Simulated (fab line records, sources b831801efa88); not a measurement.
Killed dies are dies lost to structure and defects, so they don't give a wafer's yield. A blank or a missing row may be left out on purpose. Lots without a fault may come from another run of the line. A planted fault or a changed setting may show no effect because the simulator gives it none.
fab line records | flow sky130
record lots=15 wafers=45 last_day=50
route steps=708 shown SONOS_ONO@181 GATE_OXIDE@200 LDD_N@244
lots that met no fault: from a run of the same line without faults
start_h: hours from the record's first day to the start of the lot's first wafer shown | wait_h: hours since the lot's step before | " the same as in the row above | L1.1+2: a row that stands for several wafers | - no value, or no start given | * or withheld: withheld | < > ~ a bound
route shown NAME@n: a module of which the file shows steps, and the number in the route of the first | usual: mean/standard deviation of fault-free wafers | same: alike in all rows | chamber/n: place in a boat | sites: the reading at each site | _std_site: their standard deviation | _edge_site: outer sites' mean less inner sites' | radius_mm: how far each site lies from the wafer's centre | mask NAME#n: copy n | behind: the tool/chamber that last shaped the wafer | hold: why the lot was held/for how many hours/how that ended | device: the transistor (n, p or np) that didn't switch | end of line: the same wafers' tests at the end of the route | a step without rows: its recipe alone | killed: dies lost to structure and defects at the first sort, not the wafer's yield | map: a wafer's dies, x killed, . not, _ none there
set.NAME: the setting as run; set.NAME@STEP: as run at that earlier step | model.NAME: the simulator's own value behind a step, which no gauge read
steps of the route over a sample of lots; a table a step, a row a wafer
services: from which hour (start_h, from the record's first day; less than 0 if before it) a tool's chamber was out of use, for how many hours, and why
## steps
# step SKY_SONOS_ONO_CD_MEAS_13
# recipe target_cd_nm=410
# usual cd_nm=410.7/2.1
# columns lot.wafer tool chamber start_h wait_h cd_nm
L382.2 cd_sem-01 - 299.41 0.1 412.5
L382.5 " - " " 413.3
L382.6 " - " " 412.4
L384.2 cd_sem-01 - 303.58 0.1 409.7
L384.3 " - " " 410.7
L384.5 " - " " 410.5
L383.2 cd_sem-01 - 304.87 0.1 406.7
L383.3 " - " " 408.6
L383.6 " - " " 409.2
L385.1 cd_sem-01 - 316.15 0.1 412.2
L385.3 " - " " 414.0
L385.5 " - " " 412.1
L386.2 cd_sem-02 - 323.01 0.1 412.5
L386.3 " - " " 413.6
L386.4 " - " " 413.3
L392.2 cd_sem-01 - 369.61 0.1 412.3
L392.3 " - " " 413.5
L392.6 " - " " 413.7
L393.2 cd_sem-01 - 379.06 0.1 412.8
L393.4 " - " " 412.6
L393.6 " - " " 413.5
L395.1 cd_sem-02 - 412.25 0.1 407.8
L395.2 " - " " 406.4
L395.3 " - " " 407.3
L397.1 cd_sem-02 - 425.50 0.1 409.8
L397.3 " - " " 409.4
L397.5 " - " " 409.4
L399.1 cd_sem-01 - 437.54 0.1 411.4
L399.3 " - " " 409.9
L399.4 " - " " 411.8
L398.1 cd_sem-01 - 440.84 0.1 410.3
L398.2 " - " " 413.5
L398.4 " - " " 412.7
L400.1 cd_sem-02 - 449.59 0.1 409.5
L400.3 " - " " 410.2
L400.6 " - " " 408.0
L401.2 cd_sem-01 - 454.41 0.1 411.2
L401.3 " - " " 410.7
L401.6 " - " " 410.4
L402.3 cd_sem-02 - 473.13 0.1 410.0
L402.4 " - " " 410.0
L402.5 " - " " 411.1
L403.1 cd_sem-02 - 473.74 0.1 409.7
L403.2 " - " " 410.6
L403.5 " - " " 410.8
# step SKY_GATE_OXIDE_STRIP_13
# recipe chemistry=O2/N2 power_w=1400 pressure_mtorr=1500 platen_temp_c=withheld o2_flow_sccm=3000 n2_flow_sccm=300 overash_fraction=0.5
# usual drypump_motor_current_A=5.5/0.44 oes_product_au=0.716/0.0048 strip_time_to_endpoint_s=14.17/0.04
# columns lot.wafer tool chamber start_h wait_h drypump_motor_current_A oes_product_au rf_hours_counter_h strip_time_to_endpoint_s
L382.2 plasma_asher-03 0 328.06 0.0 6.0 0.711 67 14.17
L382.5 " 0 " " 6.0 0.705 - 14.13
L382.6 " 1 " " 4.9 0.716 - 14.19
L384.2 plasma_asher-02 0 331.69 0.0 6.0 0.723 52 14.15
L384.3 " 1 " " 5.4 0.723 - 14.14
L384.5 " 0 " " 6.0 0.716 - 14.18
L383.2 plasma_asher-02 1 333.18 0.0 5.4 0.714 52 14.19
L383.3 " 0 " " 6.0 0.705 - 14.18
L383.6 " 0 " " 6.0 0.711 - 14.22
L385.1 plasma_asher-01 0 345.14 0.0 4.9 0.711 68 14.16
L385.3 " 1 " " 5.9 0.715 - 14.15
L385.5 " 1 " " 5.8 0.711 - 14.15
L386.2 plasma_asher-01 1 351.54 0.0 5.8 0.715 69 14.13
L386.3 " 1 " " 5.8 0.718 - 14.10
L386.4 " 0 " " 4.9 0.711 - 14.14
L392.2 plasma_asher-02 1 401.08 0.0 5.4 0.716 59 14.16
L392.3 " 1 " " 5.4 0.720 - 14.12
L392.6 " 1 " " 5.4 0.710 - 14.09
L393.2 plasma_asher-02 0 410.73 0.0 6.0 0.715 60 14.16
L393.4 " 0 " " 6.0 0.713 - 14.17
L393.6 " 1 " " 5.4 0.715 - 14.18
L395.1 plasma_asher-01 0 447.03 0.0 4.9 0.726 1 14.13
L395.2 " 1 " " 5.8 0.721 1 14.14
L395.3 " 0 " " 4.9 0.716 - 14.12
L397.1 plasma_asher-03 0 464.50 0.0 6.0 0.721 81 14.19
L397.3 " 1 " " 5.0 0.730 - 14.25
L397.5 " 1 " " 5.0 0.714 - 14.22
L399.1 plasma_asher-01 0 471.59 0.0 4.9 0.722 4 14.22
L399.3 " 1 " " 5.8 0.714 - 14.24
L399.4 " 0 " " 4.9 0.716 - 14.23
L398.1 plasma_asher-03 0 474.74 0.0 6.0 0.720 82 14.21
L398.2 " 1 " " 5.0 0.712 82 14.17
L398.4 " 0 " " 6.0 0.715 - 14.17
L400.1 plasma_asher-02 1 482.28 0.0 5.4 0.710 67 14.17
L400.3 " 0 " " 6.0 0.713 - 14.16
L400.6 " 0 " " 6.0 0.712 - 14.12
L401.2 plasma_asher-01 1 487.95 0.0 5.8 0.716 5 14.19
L401.3 " 1 " " 5.8 0.715 - 14.19
L401.6 " 1 " " 5.8 0.718 - 14.21
L402.3 plasma_asher-02 0 504.92 0.0 6.0 0.721 - 14.13
L402.4 " 1 " " 5.4 0.716 - 14.15
L402.5 " 0 " " 6.1 0.709 - 14.14
L403.1 plasma_asher-03 1 507.03 0.0 5.0 0.715 86 14.18
L403.2 " 0 " " 6.0 0.714 86 14.15
L403.5 " 1 " " 5.0 0.716 - 14.16
# step SKY_LDD_N_OVL_MEAS_07
# usual LDD_N_OVL=-0.6/1.2
# columns lot.wafer tool chamber start_h wait_h LDD_N_OVL[nm]
L382.2 overlay-01 - 423.71 0.1 1.1
L382.5 " - " " 0.2
L382.6 " - " " -0.6
L384.2 overlay-02 - 443.35 0.1 1.3
L384.3 " - " " 2.3
L384.5 " - " " 0.7
L383.2 overlay-01 - 443.91 0.1 -1.3
L383.3 " - " " -2.1
L383.6 " - " " -0.7
L385.1 overlay-01 - 444.24 0.1 -1.5
L385.3 " - " " -3.2
L385.5 " - " " -3.8
L386.2 overlay-02 - 450.85 0.1 -1.2
L386.3 " - " " -1.4
L386.4 " - " " -1.7
L392.2 overlay-02 - 498.60 0.1 -2.7
L392.3 " - " " -1.7
L392.6 " - " " -0.4
L393.2 overlay-01 - 511.31 0.1 -1.3
L393.4 " - " " -1.9
L393.6 " - " " -0.6
L395.1 overlay-02 - 545.74 0.1 1.0
L395.2 " - " " 1.2
L395.3 " - " " 1.4
L397.1 overlay-01 - 559.34 0.1 -0.1
L397.3 " - " " 0.4
L397.5 " - " " -0.3
L399.1 overlay-02 - 568.50 0.1 -0.1
L399.3 " - " " 0.3
L399.4 " - " " -0.5
L398.1 overlay-02 - 573.10 0.1 -0.2
L398.2 " - " " 0.4
L398.4 " - " " -0.1
L400.1 overlay-01 - 578.65 0.1 -1.3
L400.3 " - " " 0.4
L400.6 " - " " -0.8
L401.2 overlay-01 - 583.86 0.1 -1.0
L401.3 " - " " -0.9
L401.6 " - " " -2.1
L402.3 overlay-01 - 600.72 0.1 -1.4
L402.4 " - " " -0.9
L402.5 " - " " -0.4
L403.1 overlay-01 - 602.71 0.1 -0.9
L403.2 " - " " 0.0
L403.5 " - " " -1.6
# step SKY_LDD_N_IMPLANT_11
# recipe species=As energy_kev=20 dose_cm2=7.5e+13 tilt_deg=withheld rotation_deg=293
# usual beam_energy_keV=19.999/0.0061 beam_on_s=10.01/0.21
# columns lot.wafer tool chamber start_h wait_h beam_energy_keV beam_on_s
L382.2 implanter-02 0 424.22 0.1 20.000 9.67
L382.5 " 0 " " 20.006 9.73
L382.6 " 0 " " 20.009 9.80
L384.2 implanter-01 0 443.85 0.1 20.000 9.99
L384.3 " 0 " " 20.002 10.23
L384.5 " 0 " " 19.994 10.14
L383.2 implanter-02 0 444.42 0.1 20.000 9.91
L383.3 " 0 " " 19.992 9.90
L383.6 " 0 " " 19.997 10.11
L385.1 implanter-01 0 445.03 0.1 20.007 10.15
L385.3 " 0 " " 19.997 9.72
L385.5 " 0 " " 20.008 10.21
L386.2 implanter-01 0 451.35 0.1 19.996 10.42
L386.3 " 0 " " 20.004 10.05
L386.4 " 0 " " 20.004 9.99
L392.2 implanter-02 - 499.10 0.1 - -
L392.3 " - " " - -
L392.6 " - " " - -
L393.2 implanter-02 - 511.81 0.1 - -
L393.4 " - " " - -
L393.6 " - " " - -
L395.1 implanter-02 - 546.23 0.1 - -
L395.2 " - " " - -
L395.3 " - " " - -
L397.1 implanter-04 0 559.83 0.1 20.002 10.06
L397.3 " 0 " " 20.004 10.11
L397.5 " 0 " " 20.011 10.14
L399.1 implanter-01 0 568.99 0.1 20.006 10.42
L399.3 " 0 " " 20.000 10.21
L399.4 " 0 " " 20.000 9.88
L398.1 implanter-02 0 573.59 0.1 20.005 9.92
L398.2 " 0 " " 20.006 10.17
L398.4 " 0 " " 20.008 9.89
L400.1 implanter-01 0 579.14 0.1 19.997 9.52
L400.3 " 0 " " 19.997 10.20
L400.6 " 0 " " 20.000 9.92
L401.2 implanter-01 0 584.37 0.1 20.001 9.81
L401.3 " 0 " " 19.995 10.08
L401.6 " 0 " " 19.999 10.08
L402.3 implanter-04 0 601.24 0.1 19.992 9.93
L402.4 " 0 " " 19.994 9.79
L402.5 " 0 " " 19.994 10.25
L403.1 implanter-04 0 603.19 0.1 19.992 9.96
L403.2 " 0 " " 19.991 10.22
L403.5 " 0 " " 19.996 9.93
# step SKY_LDD_N_STRIP_16
# recipe chemistry=O2/N2 power_w=1400 pressure_mtorr=1500 platen_temp_c=withheld o2_flow_sccm=3000 n2_flow_sccm=300 overash_fraction=0.5
# usual drypump_motor_current_A=5.4/0.42 oes_product_au=0.405/0.0046 strip_time_to_endpoint_s=4.311/0.015
# columns lot.wafer tool chamber start_h wait_h drypump_motor_current_A oes_product_au rf_hours_counter_h strip_time_to_endpoint_s
L382.2 plasma_asher-03 0 424.94 0.1 6.0 0.404 77 4.305
L382.5 " 0 " " 6.0 0.407 - 4.314
L382.6 " 1 " " 5.0 0.401 - 4.310
L384.2 plasma_asher-01 0 444.58 0.1 4.9 0.409 1 4.299
L384.3 " 0 " " 4.9 0.410 - 4.316
L384.5 " 0 " " 4.9 0.400 - 4.320
L383.2 plasma_asher-04 0 445.14 0.1 5.7 0.409 29 4.309
L383.3 " 0 " " 5.7 0.397 - 4.306
L383.6 " 1 " " 5.0 0.407 - 4.333
L385.1 plasma_asher-01 1 445.78 0.1 5.8 0.407 1 4.311
L385.3 " 0 " " 4.9 0.408 - 4.304
L385.5 " 0 " " 4.9 0.395 - 4.314
L386.2 plasma_asher-01 1 452.08 0.1 5.8 0.412 2 4.260
L386.3 " 1 " " 5.8 0.404 - 4.297
L386.4 " 0 " " 4.9 0.410 - 4.321
L392.2 plasma_asher-04 1 499.83 0.1 5.1 0.406 34 4.145
L392.3 " 0 " " 5.7 0.409 - 4.146
L392.6 " 1 " " 5.1 0.402 - 4.134
L393.2 plasma_asher-04 1 512.54 0.1 5.0 0.407 36 4.124
L393.4 " 1 " " 5.1 0.409 - 4.129
L393.6 " 1 " " 5.1 0.403 - 4.108
L395.1 plasma_asher-04 1 546.98 0.1 5.0 0.407 39 4.130
L395.2 " 0 " " 5.7 0.408 39 4.141
L395.3 " 1 " " 5.1 0.412 - 4.145
L397.1 plasma_asher-03 0 560.58 0.1 5.9 0.398 91 4.301
L397.3 " 0 " " 5.9 0.409 - 4.302
L397.5 " 1 " " 5.0 0.404 - 4.307
L399.1 plasma_asher-01 1 569.74 0.1 5.8 0.407 13 4.328
L399.3 " 1 " " 5.8 0.408 - 4.331
L399.4 " 0 " " 4.9 0.409 - 4.303
L398.1 plasma_asher-03 0 574.34 0.1 6.0 0.407 92 4.323
L398.2 " 1 " " 5.0 0.409 92 4.315
L398.4 " 1 " " 5.0 0.411 - 4.309
L400.1 plasma_asher-04 1 579.89 0.1 5.1 0.401 42 4.324
L400.3 " 0 " " 5.7 0.410 - 4.324
L400.6 " 1 " " 5.1 0.414 - 4.336
L401.2 plasma_asher-01 1 585.09 0.1 5.8 0.403 15 4.328
L401.3 " 0 " " 4.9 0.403 - 4.322
L401.6 " 1 " " 5.8 0.405 - 4.315
L402.3 plasma_asher-01 1 601.98 0.1 5.8 0.414 - 4.329
L402.4 " 0 " " 4.9 0.408 - 4.316
L402.5 " 1 " " 5.8 0.406 - 4.308
L403.1 plasma_asher-04 0 603.94 0.1 5.7 0.410 45 4.318
L403.2 " 1 " " 5.0 0.407 45 4.305
L403.5 " 1 " " 5.0 0.401 - 4.326
# step SKY_LDD_N_TW_MEAS_17
# usual LDD_N_TW=2578/24
# columns lot.wafer tool chamber start_h wait_h LDD_N_TW
L382.2 film_metro-02 - 425.05 0.1 2577
L382.5 " - " " 2594
L382.6 " - " " 2573
L384.2 film_metro-01 - 444.69 0.1 2556
L384.3 " - " " 2548
L384.5 " - " " 2558
L383.2 film_metro-02 - 445.25 0.1 2576
L383.3 " - " " 2584
L383.6 " - " " 2595
L385.1 film_metro-01 - 445.88 0.1 2560
L385.3 " - " " 2551
L385.5 " - " " 2554
L386.2 film_metro-02 - 452.19 0.1 2570
L386.3 " - " " 2579
L386.4 " - " " 2580
L392.2 film_metro-02 - 499.94 0.1 2443
L392.3 " - " " 2441
L392.6 " - " " 2453
L393.2 film_metro-03 - 512.65 0.1 2466
L393.4 " - " " 2454
L393.6 " - " " 2463
L395.1 film_metro-02 - 547.08 0.1 2446
L395.2 " - " " 2432
L395.3 " - " " 2437
L397.1 film_metro-02 - 560.68 0.1 2589
L397.3 " - " " 2586
L397.5 " - " " 2608
L399.1 film_metro-02 - 569.84 0.1 2580
L399.3 " - " " 2591
L399.4 " - " " 2586
L398.1 film_metro-01 - 574.44 0.1 2526
L398.2 " - " " 2531
L398.4 " - " " 2523
L400.1 film_metro-03 - 579.99 0.1 2610
L400.3 " - " " 2618
L400.6 " - " " 2605
L401.2 film_metro-03 - 585.20 0.1 2615
L401.3 " - " " 2606
L401.6 " - " " 2610
L402.3 film_metro-02 - 602.06 0.1 2561
L402.4 " - " " 2569
L402.5 " - " " 2583
L403.1 film_metro-01 - 604.04 0.1 2532
L403.2 " - " " 2533
L403.5 " - " " 2530
## services
# columns tool chamber start_h hours kind
implanter-02 - 317.45 4.4 pm
implanter-01 - 356.62 4.1 pm
implanter-02 - 365.90 9.6 repair
plasma_asher-04 - 382.61 17.0 repair
plasma_asher-02 - 400.19 0.5 repair
plasma_asher-01 - 421.25 9.0 pm
plasma_asher-01 0 421.25 9.0 vent_cycle
plasma_asher-01 1 421.25 9.0 vent_cycle
plasma_asher-01 0 430.25 - clean
plasma_asher-01 1 430.25 - clean
implanter-04 - 452.21 5.4 repair
plasma_asher-03 - 455.57 0.7 repair
plasma_asher-01 - 481.46 3.8 repair
implanter-04 - 497.84 0.8 repair
implanter-04 - 511.71 2.0 repair
implanter-04 - 521.40 4.9 repair
plasma_asher-01 - 557.41 2.3 repair
plasma_asher-03 - 568.71 1.1 repair
plasma_asher-03 - 570.49 1.9 repair
implanter-02 - 583.74 2.8 repair
## key
first_sign step=SKY_LDD_N_IMPLANT_11 reading=tool_record direction=missing
effect step=SKY_LDD_N_STRIP_16 reading=strip_time_to_endpoint_s direction=down sigmas=12 usual=* struck=*
effect step=SKY_LDD_N_TW_MEAS_17 reading=LDD_N_TW direction=down sigmas=5.5 usual=2578 struck=2448
met_at SKY_LDD_N_IMPLANT_11
struck_lots L392,L393,L395
later_rows_left_out L392.2,L392.3,L392.6,L393.2,L393.4,L393.6,L395.1,L395.2,L395.3
sort_left_out L392.2,L392.3,L392.6,L393.2,L393.4,L393.6,L395.1,L395.2,L395.3
tester_left_out L392,L393,L395
not_acting_at SKY_SONOS_ONO_CD_MEAS_13,SKY_GATE_OXIDE_STRIP_13,SKY_LDD_N_OVL_MEAS_07
onset_between 444.42 499.10
fault kind=skipped_step_whole tool=implanter-02 chamber=- onset_h=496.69 steps=SKY_LDD_N_IMPLANT_11 scope=struck_lots_only
# tester_left_out: of these lots the tester's yield and bins aren't shown, on N5 and GAA mostly nor the transistor test; their killed dies are dies lost to structure and defects alone, not to doping, threshold or leakage, so they don't give the yield
# sort_left_out: the simulated sort isn't trusted on such a fault, so these wafers' sort isn't shown, and their yield isn't known
# later_rows_left_out: the simulator's readings of these wafers behind a module that went badly wrong aren't trusted and aren't shown, but for the sort
